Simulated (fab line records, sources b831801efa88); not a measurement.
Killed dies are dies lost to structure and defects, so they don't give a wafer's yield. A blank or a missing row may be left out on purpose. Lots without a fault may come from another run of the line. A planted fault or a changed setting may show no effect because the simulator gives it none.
fab line records | flow gf180mcu | part 1 of 2: steps 1 to 31 of 42
record lots=5 wafers=15 last_day=34
route steps=602 shown MIM@505 M5@526 V5@540
lots that met no fault: from a run of the same line without faults
start_h: hours from the record's first day to the start of the lot's first wafer shown | wait_h: hours since the lot's step before | " the same as in the row above | L1.1+2: a row that stands for several wafers | - no value, or no start given | * or withheld: withheld | < > ~ a bound
route shown NAME@n: a module of which the file shows steps, and the number in the route of the first | usual: mean/standard deviation of fault-free wafers | same: alike in all rows | chamber/n: place in a boat | sites: the reading at each site | _std_site: their standard deviation | _edge_site: outer sites' mean less inner sites' | radius_mm: how far each site lies from the wafer's centre | mask NAME#n: copy n | behind: the tool/chamber that last shaped the wafer | hold: why the lot was held/for how many hours/how that ended | device: the transistor (n, p or np) that didn't switch | end of line: the same wafers' tests at the end of the route | a step without rows: its recipe alone | killed: dies lost to structure and defects at the first sort, not the wafer's yield | map: a wafer's dies, x killed, . not, _ none there
set.NAME: the setting as run; set.NAME@STEP: as run at that earlier step | model.NAME: the simulator's own value behind a step, which no gauge read
lots at some steps of the route; a table a step, a row a wafer
services: from which hour (start_h, from the record's first day; less than 0 if before it) a tool's chamber was out of use, for how many hours, and why
## steps
# step GF_MIM_SPUTTER_02
# recipe material=AlCu target_thk_nm=450 power_w=10600 time_s=23.9 chamber_pressure_pa=0.4
# usual throttle_valve_pct=30.1/1.3
# columns lot.wafer tool chamber start_h wait_h throttle_valve_pct
L078.2 pvd_sputter-02 - 597.37 0.0 31.7
L078.4 " - " " 31.5
L078.5 " - " " 30.9
L090.1 pvd_sputter-01 - 684.48 0.0 29.8
L090.2 " - " " 29.5
L090.4 " - " " 30.3
L092.1 pvd_sputter-03 - 693.91 0.0 28.2
L092.2 " - " " 29.6
L092.6 " - " " 28.3
L093.2 pvd_sputter-02 - 705.74 0.0 32.8
L093.3 " - " " 29.8
L093.4 " - " " 31.2
L096.1 pvd_sputter-02 - 724.28 0.0 31.8
L096.2 " - " " 29.9
L096.6 " - " " 32.8
# step GF_MIM_SPUTTER_03
# recipe material=Ti target_thk_nm=10 substrate_temp_c=300 chamber_pressure_pa=0.3 power_w=3000 time_s=6.7
# usual throttle_valve_pct=30.1/1.3
# columns lot.wafer tool chamber start_h wait_h throttle_valve_pct
L078.2 pvd_sputter-02 - 597.41 0.0 31.8
L078.4 " - " " 31.7
L078.5 " - " " 30.9
L090.1 pvd_sputter-01 - 684.51 0.0 30.0
L090.2 " - " " 29.3
L090.4 " - " " 30.2
L092.1 pvd_sputter-03 - 693.94 0.0 28.5
L092.2 " - " " 29.6
L092.6 " - " " 28.4
L093.2 pvd_sputter-02 - 705.77 0.0 32.5
L093.3 " - " " 29.8
L093.4 " - " " 31.2
L096.1 pvd_sputter-02 - 724.31 0.0 31.9
L096.2 " - " " 30.0
L096.6 " - " " 32.6
# step GF_MIM_SPUTTER_04
# recipe material=TiN target_thk_nm=50 power_w=6500 time_s=41.7 chamber_pressure_pa=0.4
# usual throttle_valve_pct=30.1/1.3
# columns lot.wafer tool chamber start_h wait_h throttle_valve_pct
L078.2 pvd_sputter-02 - 597.43 0.0 31.7
L078.4 " - " " 32.0
L078.5 " - " " 30.8
L090.1 pvd_sputter-01 - 684.53 0.0 30.1
L090.2 " - " " 29.5
L090.4 " - " " 30.4
L092.1 pvd_sputter-03 - 693.96 0.0 28.4
L092.2 " - " " 29.5
L092.6 " - " " 28.2
L093.2 pvd_sputter-02 - 705.79 0.0 32.5
L093.3 " - " " 29.6
L093.4 " - " " 31.0
L096.1 pvd_sputter-02 - 724.33 0.0 31.5
L096.2 " - " " 30.0
L096.6 " - " " 32.6
# step GF_MIM_CVD_05
# recipe material=Si3N4 target_thk_nm=42 temp_max_c=400 temp_c=385 time_s=29.086 rf_w=450
# usual heater_power_w=650/87
# columns lot.wafer tool chamber start_h wait_h heater_power_w
L078.2 pecvd-03 0 597.47 0.0 671
L078.4 " 1 " " 621
L078.5 " 0 " " 645
L090.1 pecvd-01 0 684.57 0.0 731
L090.2 " 2 " " 812
L090.4 " 1 " " 600
L092.1 pecvd-02 1 694.00 0.0 704
L092.2 " 2 " " 588
L092.6 " 1 " " 712
L093.2 pecvd-03 2 705.83 0.0 528
L093.3 " 2 " " 528
L093.4 " 1 " " 582
L096.1 pecvd-03 1 724.37 0.0 667
L096.2 " 0 " " 777
L096.6 " 1 " " 644
# step GF_MIM_THK_MEAS_06
# recipe reads=Si3N4_of_MIM_CVD_05
# usual MIM_CVD_05_THK=41.9/0.63
# columns lot.wafer tool chamber start_h wait_h MIM_CVD_05_THK[nm]
L078.2 film_metro-02 - 597.52 0.0 41.0
L078.4 " - " " 41.7
L078.5 " - " " 42.2
L090.1 film_metro-02 - 684.60 0.0 41.1
L090.2 " - " " 41.2
L090.4 " - " " 41.9
L092.1 film_metro-01 - 694.03 0.0 41.7
L092.2 " - " " 42.0
L092.6 " - " " 42.8
L093.2 film_metro-01 - 705.89 0.0 41.9
L093.3 " - " " 42.3
L093.4 " - " " 41.7
L096.1 film_metro-02 - 724.40 0.0 40.9
L096.2 " - " " 41.7
L096.6 " - " " 41.5
# step GF_MIM_SPUTTER_07
# recipe material=TiN target_thk_nm=60 power_w=6500 time_s=50 chamber_pressure_pa=0.4
# usual throttle_valve_pct=30.1/1.1
# columns lot.wafer tool chamber start_h wait_h throttle_valve_pct
L078.2 pvd_sputter-03 - 597.57 0.0 30.1
L078.4 " - " " 28.3
L078.5 " - " " 30.1
L090.1 pvd_sputter-03 - 684.66 0.1 29.6
L090.2 " - " " 28.4
L090.4 " - " " 28.4
L092.1 pvd_sputter-01 - 694.09 0.1 30.0
L092.2 " - " " 29.4
L092.6 " - " " 29.5
L093.2 pvd_sputter-03 - 705.94 0.0 28.3
L093.3 " - " " 27.7
L093.4 " - " " 29.7
L096.1 pvd_sputter-02 - 724.46 0.1 31.8
L096.2 " - " " 31.4
L096.6 " - " " 32.5
# step GF_MIM_SPUTTER_08
# recipe material=AlCu target_thk_nm=200 power_w=10600 time_s=10.6 chamber_pressure_pa=0.4
# usual throttle_valve_pct=30.1/1.2
# columns lot.wafer tool chamber start_h wait_h throttle_valve_pct
L078.2 pvd_sputter-03 - 597.61 0.0 30.1
L078.4 " - " " 28.4
L078.5 " - " " 30.3
L090.1 pvd_sputter-03 - 684.70 0.0 29.6
L090.2 " - " " 28.3
L090.4 " - " " 28.3
L092.1 pvd_sputter-01 - 694.14 0.0 30.1
L092.2 " - " " 29.5
L092.6 " - " " 29.4
L093.2 pvd_sputter-03 - 705.99 0.0 28.5
L093.3 " - " " 28.4
L093.4 " - " " 29.7
L096.1 pvd_sputter-02 - 724.51 0.0 31.9
L096.2 " - " " 31.3
L096.6 " - " " 32.6
# step GF_MIM_SPUTTER_09
# recipe material=TiN target_thk_nm=35 power_w=6500 time_s=29.2 chamber_pressure_pa=0.4
# usual throttle_valve_pct=30.0/1.1
# columns lot.wafer tool chamber start_h wait_h throttle_valve_pct
L078.2 pvd_sputter-03 - 597.63 0.0 30.0
L078.4 " - " " 28.2
L078.5 " - " " 30.1
L090.1 pvd_sputter-03 - 684.73 0.0 29.6
L090.2 " - " " 28.5
L090.4 " - " " 28.5
L092.1 pvd_sputter-01 - 694.16 0.0 30.1
L092.2 " - " " 29.7
L092.6 " - " " 29.6
L093.2 pvd_sputter-03 - 706.01 0.0 28.3
L093.3 " - " " 28.1
L093.4 " - " " 29.7
L096.1 pvd_sputter-02 - 724.53 0.0 31.1
L096.2 " - " " 31.1
L096.6 " - " " 32.8
# step GF_MIM_RS_MEAS_10
# recipe thk_meas_gauge=four-point-probe reads=TiN_of_MIM_SPUTTER_09+AlCu_of_MIM_SPUTTER_08+TiN_of_MIM_SPUTTER_07
# usual MIM_ALCU_RS=0.1599/0.0021
# columns lot.wafer tool chamber start_h wait_h MIM_ALCU_RS[ohm/sq]
L078.2 film_metro-03 - 597.69 0.0 0.1653
L078.4 " - " " 0.1622
L078.5 " - " " 0.1631
L090.1 film_metro-02 - 684.76 0.0 0.1619
L090.2 " - " " 0.1621
L090.4 " - " " 0.1625
L092.1 film_metro-02 - 694.19 0.0 0.1596
L092.2 " - " " 0.1561
L092.6 " - " " 0.1582
L093.2 film_metro-01 - 706.06 0.0 0.1624
L093.3 " - " " 0.1615
L093.4 " - " " 0.1603
L096.1 film_metro-03 - 724.56 0.0 0.1586
L096.2 " - " " 0.1595
L096.6 " - " " 0.1602
# step GF_MIM_THK_MEAS_11
# recipe thk_meas_gauge=xrf reads=AlCu_of_MIM_SPUTTER_08
# usual MIM_ALCU_THK=203.7/2.6
# columns lot.wafer tool chamber start_h wait_h MIM_ALCU_THK[nm]
L078.2 film_metro-03 - 597.80 0.1 196.6
L078.4 " - " " 200.3
L078.5 " - " " 199.1
L090.1 film_metro-02 - 684.88 0.1 201.8
L090.2 " - " " 203.0
L090.4 " - " " 200.8
L092.1 film_metro-02 - 694.31 0.1 205.7
L092.2 " - " " 208.4
L092.6 " - " " 204.3
L093.2 film_metro-01 - 706.17 0.1 200.1
L093.3 " - " " 200.4
L093.4 " - " " 203.5
L096.1 film_metro-03 - 724.68 0.1 204.6
L096.2 " - " " 203.6
L096.6 " - " " 202.7
# step GF_MIM_DEHYDRATE_12
# recipe temp_c=200 time_s=60
# columns lot.wafer tool chamber start_h wait_h
L078.2+4+5 litho_track-04 0 607.35 9.5
L090.1+2+4 litho_track-01 0 692.78 7.9
L092.1+2+6 litho_track-04 0 703.32 9.0
L093.2+3+4 litho_track-03 0 714.41 8.2
L096.1+2+6 litho_track-03 0 733.19 8.5
# step GF_MIM_HMDS_13
# recipe prime_time_s=60 prime_temp_c=120
# columns lot.wafer tool chamber start_h wait_h
L078.2+4+5 litho_track-04 0 607.50 0.1
L090.1+2+4 litho_track-01 0 692.93 0.1
L092.1+2+6 litho_track-04 0 703.47 0.1
L093.2+3+4 litho_track-03 0 714.56 0.1
L096.1+2+6 litho_track-03 0 733.34 0.1
# step GF_MIM_COAT_14
# recipe resist=NOVOLAK spin_rpm=3000 resist_thk_nm=1000
# columns lot.wafer tool chamber start_h wait_h
L078.2+4+5 litho_track-04 0 607.65 0.1
L090.1+2+4 litho_track-01 0 693.08 0.1
L092.1+2+6 litho_track-04 0 703.62 0.1
L093.2+3+4 litho_track-03 0 714.71 0.1
L096.1+2+6 litho_track-03 0 733.49 0.1
# step GF_MIM_SOFTBAKE_15
# recipe temp_c=90 time_s=60 resist=NOVOLAK
# columns lot.wafer tool chamber start_h wait_h
L078.2+4+5 litho_track-04 0 607.80 0.1
L090.1+2+4 litho_track-01 0 693.23 0.1
L092.1+2+6 litho_track-04 0 703.77 0.1
L093.2+3+4 litho_track-03 0 714.86 0.1
L096.1+2+6 litho_track-03 0 733.64 0.1
# step GF_MIM_EXPOSE_16
# recipe mask_id=FuseTop target_cd_nm=2000 na=0.6 source_shape=conventional sigma_outer=0.6 dose_mj=140
# columns lot.wafer tool chamber start_h wait_h mask
L078.2+4+5 iline_stepper-01 0 - - FuseTop#0
L090.1+2+4 iline_stepper-01 0 - - FuseTop#0
L092.1+2+6 iline_stepper-01 0 - - FuseTop#0
L093.2+3+4 iline_stepper-01 0 - - FuseTop#0
L096.1+2+6 iline_stepper-02 0 - - FuseTop#0
# step GF_MIM_PEB_17
# recipe temp_c=withheld time_s=* resist=NOVOLAK
# columns lot.wafer tool chamber start_h wait_h
L078.2+4+5 litho_track-04 0 - -
L090.1+2+4 litho_track-04 0 - -
L092.1+2+6 litho_track-03 0 - -
L093.2+3+4 litho_track-04 0 - -
L096.1+2+6 litho_track-01 0 - -
# step GF_MIM_DEVELOP_18
# recipe develop_time_s=60 dev_temp_c=23
# columns lot.wafer tool chamber start_h wait_h
L078.2+4+5 litho_track-04 0 617.90 0.1
L090.1+2+4 litho_track-04 0 703.17 0.1
L092.1+2+6 litho_track-03 0 712.24 0.1
L093.2+3+4 litho_track-04 0 723.40 0.1
L096.1+2+6 litho_track-01 0 742.08 0.1
# step GF_MIM_METAL_ETCH_19
# recipe chemistry=Cl2/BCl3 mask_material=NOVOLAK stop_on=Si3N4 target_depth_nm=324.5 pressure_mtorr=8 icp_w=800 bias_w=140 Cl2_flow_sccm=80 bcl3_flow_sccm=40 time_s=54.1
# usual drypump_motor_current_A=5.7/0.36 mfc_cl2_sccm=80.00/0.25 oes_product_au=0.942/0.0064 throttle_valve_pct=28.284/0.011
# columns lot.wafer tool chamber start_h wait_h drypump_motor_current_A mfc_cl2_sccm oes_product_au rf_hours_counter_h throttle_valve_pct
L078.2 rie_metal-04 0 618.03 0.1 6.0 80.34 0.929 12 28.288
L078.4 " 0 " " 5.9 79.80 0.938 - 28.304
L078.5 " 0 " " 6.0 80.13 0.927 - 28.306
L090.1 rie_metal-04 1 703.32 0.1 5.4 80.15 0.934 2 28.294
L090.2 " 1 " " 5.3 80.03 0.940 - 28.305
L090.4 " 1 " " 5.3 80.17 0.939 - 28.303
L092.1 rie_metal-01 1 712.39 0.1 5.6 79.75 0.946 6 28.285
L092.2 " 0 " " 6.3 80.33 0.958 14 28.264
L092.6 " 1 " " 5.6 80.11 0.946 - 28.273
L093.2 rie_metal-01 1 723.52 0.1 5.6 80.25 0.930 7 28.301
L093.3 " 0 " " 6.3 79.84 0.934 - 28.299
L093.4 " 1 " " 5.6 80.37 0.939 - 28.286
L096.1 rie_metal-01 0 742.23 0.1 6.3 79.69 0.948 16 28.270
L096.2 " 1 " " 5.6 79.81 0.941 7 28.292
L096.6 " 1 " " 5.6 79.88 0.945 - 28.298
# step GF_MIM_STRIP_20
# recipe chemistry=O2/N2 power_w=1400 pressure_mtorr=1500 platen_temp_c=250 o2_flow_sccm=3000 n2_flow_sccm=300 overash_fraction=0.5
# usual drypump_motor_current_A=5.7/0.85 heater_power_w=341/50 oes_product_au=0.690/0.0049 strip_time_to_endpoint_s=11.20/0.039
# columns lot.wafer tool chamber start_h wait_h drypump_motor_current_A heater_power_w oes_product_au rf_hours_counter_h strip_time_to_endpoint_s
L078.2 plasma_asher-01 1 618.10 0.0 4.6 309 0.692 20 11.17
L078.4 " 0 " " 6.6 400 0.684 - 11.10
L078.5 " 1 " " 4.6 303 0.682 - 11.14
L090.1 plasma_asher-01 0 703.46 0.1 6.6 402 0.698 30 11.22
L090.2 " 1 " " 4.6 304 0.689 30 11.24
L090.4 " 1 " " 4.6 301 0.687 - 11.28
L092.1 plasma_asher-01 0 712.46 0.0 6.6 400 0.685 31 11.21
L092.2 " 1 " " 4.6 317 0.697 31 11.20
L092.6 " 0 " " 6.6 399 0.685 - 11.23
L093.2 plasma_asher-01 0 723.59 0.0 6.6 396 0.690 32 11.18
L093.3 " 0 " " 6.6 407 0.684 - 11.14
L093.4 " 1 " " 4.6 303 0.691 - 11.20
L096.1 plasma_asher-01 1 742.30 0.0 4.6 306 0.693 34 11.17
L096.2 " 0 " " 6.6 399 0.691 34 11.18
L096.6 " 0 " " 6.6 400 0.686 - 11.18
# step GF_MIM_STRIP_21
# recipe chemistry=post_etch_residue_remover time_s=1200 temp_c=72.5
# columns lot.wafer tool chamber start_h wait_h
L078.2+4+5 wet_bench-02 2 618.20 0.1
L090.1+2+4 wet_bench-04 2 703.56 0.1
L092.1+2+6 wet_bench-04 0 712.56 0.1
L093.2+3+4 wet_bench-03 1 723.69 0.1
L096.1+2+6 wet_bench-02 0 742.40 0.1
# step GF_MIM_CLEAN_22
# recipe chemistry=DIW dry=n2_spin
# columns lot.wafer tool chamber start_h wait_h
L078.2+4+5 wet_bench-03 0 618.88 0.0
L090.1+2+4 wet_bench-03 2 703.94 0.0
L092.1+2+6 wet_bench-03 1 712.90 0.0
L093.2+3+4 wet_bench-03 2 724.07 0.0
L096.1+2+6 wet_bench-02 2 742.74 0.0
# step GF_M5_DEHYDRATE_00
# recipe temp_c=200 time_s=60
# columns lot.wafer tool chamber start_h wait_h
L078.2+4+5 litho_track-04 0 628.60 9.6
L090.1+2+4 litho_track-02 0 711.87 7.8
L092.1+2+6 litho_track-01 0 721.98 9.0
L093.2+3+4 litho_track-01 0 732.21 8.0
L096.1+2+6 litho_track-01 0 750.48 7.6
# step GF_M5_HMDS_01
# recipe prime_time_s=60 prime_temp_c=120
# columns lot.wafer tool chamber start_h wait_h
L078.2+4+5 litho_track-04 0 628.75 0.1
L090.1+2+4 litho_track-02 0 712.02 0.1
L092.1+2+6 litho_track-01 0 722.13 0.1
L093.2+3+4 litho_track-01 0 732.36 0.1
L096.1+2+6 litho_track-01 0 750.63 0.1
# step GF_M5_COAT_02
# recipe resist=KrF spin_rpm=withheld resist_thk_nm=1000
# columns lot.wafer tool chamber start_h wait_h
L078.2+4+5 litho_track-04 0 628.90 0.1
L090.1+2+4 litho_track-02 0 712.17 0.1
L092.1+2+6 litho_track-01 0 722.28 0.1
L093.2+3+4 litho_track-01 0 732.51 0.1
L096.1+2+6 litho_track-01 0 750.78 0.1
# step GF_M5_SOFTBAKE_03
# recipe temp_c=130 time_s=60 resist=KrF
# columns lot.wafer tool chamber start_h wait_h
L078.2+4+5 litho_track-04 0 629.05 0.1
L090.1+2+4 litho_track-02 0 712.32 0.1
L092.1+2+6 litho_track-01 0 722.43 0.1
L093.2+3+4 litho_track-01 0 732.66 0.1
L096.1+2+6 litho_track-01 0 750.93 0.1
# step GF_M5_EXPOSE_04
# recipe mask_id=Metal5 target_cd_nm=280 na=0.68 source_shape=conventional sigma_outer=0.6 dose_mj=28
# columns lot.wafer tool chamber start_h wait_h mask
L078.2+4+5 krf_scanner-02 0 - - Metal5#0
L090.1+2+4 krf_scanner-02 0 - - Metal5#0
L092.1+2+6 krf_scanner-01 0 - - Metal5#0
L093.2+3+4 krf_scanner-02 0 - - Metal5#0
L096.1+2+6 krf_scanner-01 0 - - Metal5#0
# step GF_M5_PEB_05
# recipe peb_temp_c=135 peb_time_s=90 resist=KrF
# columns lot.wafer tool chamber start_h wait_h
L078.2+4+5 litho_track-02 0 - -
L090.1+2+4 litho_track-04 0 - -
L092.1+2+6 litho_track-01 0 - -
L093.2+3+4 litho_track-01 0 - -
L096.1+2+6 litho_track-04 0 - -
# step GF_M5_DEVELOP_06
# recipe develop_time_s=60 dev_temp_c=21
# columns lot.wafer tool chamber start_h wait_h
L078.2+4+5 litho_track-02 0 638.90 0.2
L090.1+2+4 litho_track-04 0 721.82 0.2
L092.1+2+6 litho_track-01 0 730.68 0.2
L093.2+3+4 litho_track-01 0 741.51 0.2
L096.1+2+6 litho_track-04 0 759.52 0.2
# step GF_M5_CD_MEAS_07
# recipe target_cd_nm=280
# usual cd_nm=279.8/1.1
# columns lot.wafer tool chamber start_h wait_h cd_nm
L078.2 cd_sem-01 - 639.04 0.1 279.9
L078.4 " - " " 279.9
L078.5 " - " " 279.2
L090.1 cd_sem-02 - 721.97 0.1 277.3
L090.2 " - " " 278.8
L090.4 " - " " 277.8
L092.1 cd_sem-01 - 730.83 0.1 280.2
L092.2 " - " " 280.1
L092.6 " - " " 281.4
L093.2 cd_sem-01 - 741.65 0.1 280.1
L093.3 " - " " 279.2
L093.4 " - " " 280.2
L096.1 cd_sem-02 - 759.67 0.1 280.4
L096.2 " - " " 281.6
L096.6 " - " " 281.8
# step GF_M5_OVL_MEAS_08
# usual M5_OVL=-4/5.8
# columns lot.wafer tool chamber start_h wait_h M5_OVL[nm]
L078.2 overlay-02 - 639.15 0.1 -11
L078.4 " - " " 1
L078.5 " - " " 1
L090.1 overlay-01 - 722.09 0.1 2
L090.2 " - " " -1
L090.4 " - " " -3
L092.1 overlay-02 - 730.95 0.1 -21
L092.2 " - " " -7
L092.6 " - " " -13
L093.2 overlay-01 - 741.76 0.1 -2
L093.3 " - " " 0
L093.4 " - " " -2
L096.1 overlay-02 - 759.79 0.1 -16
L096.2 " - " " -14
L096.6 " - " " -11
# step GF_M5_ETCH_09
# recipe chemistry=CF4/O2 target=Si3N4 target_depth_nm=52 source_w=800 bias_w=150 pressure_mtorr=150 cf4_flow_sccm=80 O2_flow_sccm=10 time_s=11.6
# usual drypump_motor_current_A=5.9/0.3 oes_product_au=1.001/0.012 throttle_valve_pct=5.970/0.0097
# columns lot.wafer tool chamber start_h wait_h drypump_motor_current_A oes_product_au rf_hours_counter_h throttle_valve_pct
L078.2 rie_diel-04 3 639.18 0.0 5.9 1.004 48 5.972
L078.4 " 0 " " 6.4 0.996 0 5.964
L078.5 " 2 " " 5.5 1.001 - 5.976
L090.1 rie_diel-02 0 722.13 0.0 5.7 1.001 17 5.981
L090.2 " 2 " " 6.3 1.014 59 5.976
L090.4 " 2 " " 6.3 1.001 - 5.968
L092.1 rie_diel-02 0 730.99 0.0 5.7 0.994 18 5.961
L092.2 " 3 " " 6.7 1.011 1 5.971
L092.6 " 2 " " 6.3 1.006 - 5.971
L093.2 rie_diel-01 3 741.79 0.0 6.1 0.990 16 5.967
L093.3 " 0 " " 6.0 0.988 17 5.964
L093.4 " 2 " " 5.8 1.023 11 5.961
L096.1 rie_diel-02 0 759.83 0.0 5.7 1.003 19 5.963
L096.2 " 3 " " 6.7 1.014 3 5.978
L096.6 " 3 " " 6.7 1.004 - 5.967
